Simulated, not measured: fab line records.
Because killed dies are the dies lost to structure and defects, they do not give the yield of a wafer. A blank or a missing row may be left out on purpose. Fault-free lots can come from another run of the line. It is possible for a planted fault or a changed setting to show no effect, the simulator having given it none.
Comparing a struck lot with a sound one || flow gf180mcu || 21 out of 602 route steps
Sound: these wafers, L530.1, L530.2, L530.3. Wafers struck: L533.4, L533.5, L533.6. At the end, the cause is stated.
For every step that has rows: the tool of each side, followed by ch and its chambers, followed by its first start. Under that, the readings that differ: sound wafers || struck wafers || difference of the means || sigmas: that difference in standard deviations of wafers without a fault.
alike: readings whose means differ by less than 2 such deviations, and words and numbers that are the same on both sides. not compared: withheld readings, readings that some wafer has no value for, bounds like >300 that may hide the same value, and numbers for which the record gives no deviation and whose values overlap.
The two part at a step that has a row with sigmas, a row that says differs or no value, or rows on one side only. Non-overlapping numbers with no deviation appear without sigmas and do not part them. A reading missing from all wafers of one side parts the sides only when that side holds two or more wafers.

first, 3 steps without rows for these wafers: GF_NWELL_EXPOSE_04 (exposes mask Nwell, target cd 860 nm); GF_NWELL_PEB_05; GF_NWELL_DEVELOP_06 (develop time 61.99 s).
GF_NWELL_OVL_MEAS_07:
  struck on overlay-01, day 4 08:58; sound on overlay-02, day 3 12:45
  alike: NWELL_OVL
then, 2 steps without rows for these wafers: GF_NWELL_IMPLANT_08; GF_NWELL_IMPLANT_09.
GF_NWELL_STRIP_10: strips in O2/N2.
  sound on plasmaAsher-03 ch 0,1, day 3 13:05; struck on plasmaAsher-03 ch 0,1, day 4 09:20
  alike: chamberPressureMTorr, drypumpMotorCurrentA, heaterPowerW, oesProductAu, stripTimeToEndpointS
  not compared: rfHoursCounterH
GF_NWELL_TW_MEAS_11:
  struck on filmMetro-01, day 4 09:25; sound on filmMetro-03, day 3 13:11
  alike: NWELL_TW
then, 4 steps without rows for these wafers: GF_LVPWELL_DEHYDRATE_00 (time 60 s); GF_LVPWELL_HMDS_01 (prime time 60 s); GF_LVPWELL_COAT_02 (resist thk 3000 nm); GF_LVPWELL_SOFTBAKE_03.
GF_LVPWELL_EXPOSE_04: exposes mask LVPWELL, target cd 600 nm.
  sound on ilineStepper-01 ch 0, day 3 19:47; struck on ilineStepper-02 ch 0, day 4 16:16
{"reading": "mask", "sound": "LVPWELL#0 LVPWELL#0 LVPWELL#0", "struck": "Nwell#0 Nwell#0 Nwell#0", "difference": "differs", "sigmas": ""}
then, 2 steps without rows for these wafers: GF_LVPWELL_PEB_05; GF_LVPWELL_DEVELOP_06 (develop time 60 s).
GF_LVPWELL_OVL_MEAS_07:
  struck on overlay-02, day 4 22:29; sound on overlay-01, day 4 02:01
{"reading": "LVPWELL_OVL (nm)", "sound": "-0.7 0.8 -0.8", "struck": "- - -", "difference": "no value on the struck wafers", "sigmas": ""}
then, 2 steps without rows for these wafers: GF_LVPWELL_IMPLANT_08; GF_LVPWELL_IMPLANT_09.
GF_LVPWELL_STRIP_10: strips in O2/N2.
  sound on plasmaAsher-03 ch 0,1, day 4 02:20; struck on plasmaAsher-04 ch 0,1, day 4 22:50
  alike: chamberPressureMTorr, drypumpMotorCurrentA, heaterPowerW, oesProductAu, stripTimeToEndpointS
  not compared: rfHoursCounterH
GF_LVPWELL_TW_MEAS_11:
  struck on filmMetro-03, day 4 22:55; sound on filmMetro-03, day 4 02:26
{"reading": "LVPWELL_TW", "sound": "555 555 552", "struck": "30 29 30", "difference": -524, "sigmas": -71}
then, 1 step without rows for these wafers: GF_MVSD_DEHYDRATE_00 (time 60 s).

## WHERE THEY PART
At GF_LVPWELL_EXPOSE_04 first; at GF_LVPWELL_TW_MEAS_11 last (within this record only).

WHY: what had been put in by the simulator
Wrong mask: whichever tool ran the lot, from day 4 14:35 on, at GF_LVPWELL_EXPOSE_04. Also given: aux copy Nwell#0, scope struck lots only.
